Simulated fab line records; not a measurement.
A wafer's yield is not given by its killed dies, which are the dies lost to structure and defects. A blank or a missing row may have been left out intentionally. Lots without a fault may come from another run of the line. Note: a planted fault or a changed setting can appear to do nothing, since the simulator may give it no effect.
The same fault as seen by 2 desks | flow sky130 | numbers are kept per desk, each desk with only its own; the story behind them comes last

## TOOL OWNER'S DESK, implanter-02
The tool's own readings at SKY_VT_ADJUST_NCORE_IMPLANT_09, given as means over the sampled wafers that have a number, one for each lot that went through this tool. Marked OUT: a lot whose mean sits more than 4 standard deviations from the usual mean, which makes it out of limits; the brackets give that distance.
Columns: A = beam energy keV at SKY_VT_ADJUST_NCORE_IMPLANT_09, usual 9.9992
lot  | first seen here | A
L931 | day 9 22:53     | 10.0008
L935 | day 11 03:47    | 9.9976
L936 | day 11 07:16    | 12.3130 (+99 or more) OUT
L937 | day 11 15:47    | 12.3070 (+99 or more) OUT
L938 | day 12 00:56    | 12.3093 (+99 or more) OUT
L948 | day 15 03:29    | 9.9970
This desk finds L936, L937, L938 out of limits, L936 being first, at day 11 07:16 (beam energy keV at SKY_VT_ADJUST_NCORE_IMPLANT_09). In limits: L931, L935, L948.

## METROLOGY DESK
Means of the sampled wafers that have a number, per lot and without regard to the tool the lot ran on: this is what the gauges read. Marked OUT: a lot whose mean sits more than 4 standard deviations from the usual mean, which makes it out of limits; the brackets give that distance.
Columns: A = VT_ADJUST_NCORE_TW at SKY_VT_ADJUST_NCORE_TW_MEAS_11, usual 218.4; B = cd nm at SKY_VT_ADJUST_HVTR_CD_MEAS_07, usual 380.2 nm
lot  | first seen here | A                | B
L928 | day 9 04:11     | 216.3            | 375.4
L930 | day 9 17:49     | 222.0            | 379.8
L931 | day 9 23:08     | 216.3            | 381.5
L934 | day 10 18:47    | 221.3            | 381.1
L935 | day 11 04:02    | 216.9            | 379.2
L936 | day 11 07:31    | 231.0 (+7.0) OUT | 380.9
L937 | day 11 15:59    | 231.1 (+7.1) OUT | 382.0
L938 | day 12 01:11    | 227.4 (+5.0) OUT | 383.9
L942 | day 13 07:37    | 219.1            | 382.1
L943 | day 13 19:23    | 217.2            | 381.5
L945 | day 14 11:52    | 216.8            | 376.7
L948 | day 15 03:44    | 218.7            | 376.8
This desk's finding: out of limits on L936, L937, L938; first on L936, day 11 07:31 (VT_ADJUST_NCORE_TW at SKY_VT_ADJUST_NCORE_TW_MEAS_11). In limits: L928, L930, L931, L934, L935, L942, L943, L945, L948.

## ALL TOGETHER
The tool owner's desk had the chance to raise an alarm at day 11 07:16 on L936, L937, L938.
At day 11 07:31 the metrology desk could have sounded an alarm, on L936, L937, L938.
All the named lots went through SKY_VT_ADJUST_NCORE_IMPLANT_09 on implanter-02.

## WHAT THE SIMULATOR HAD PUT IN
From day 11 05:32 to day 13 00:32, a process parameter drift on implanter-02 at SKY_VT_ADJUST_NCORE_IMPLANT_09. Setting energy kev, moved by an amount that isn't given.
Shown lots that were struck: L936, L937, L938.
Counting hours from when the fault started, the first reading out of limits came at 2 for the tool owner's desk and at 2 for the metrology desk.
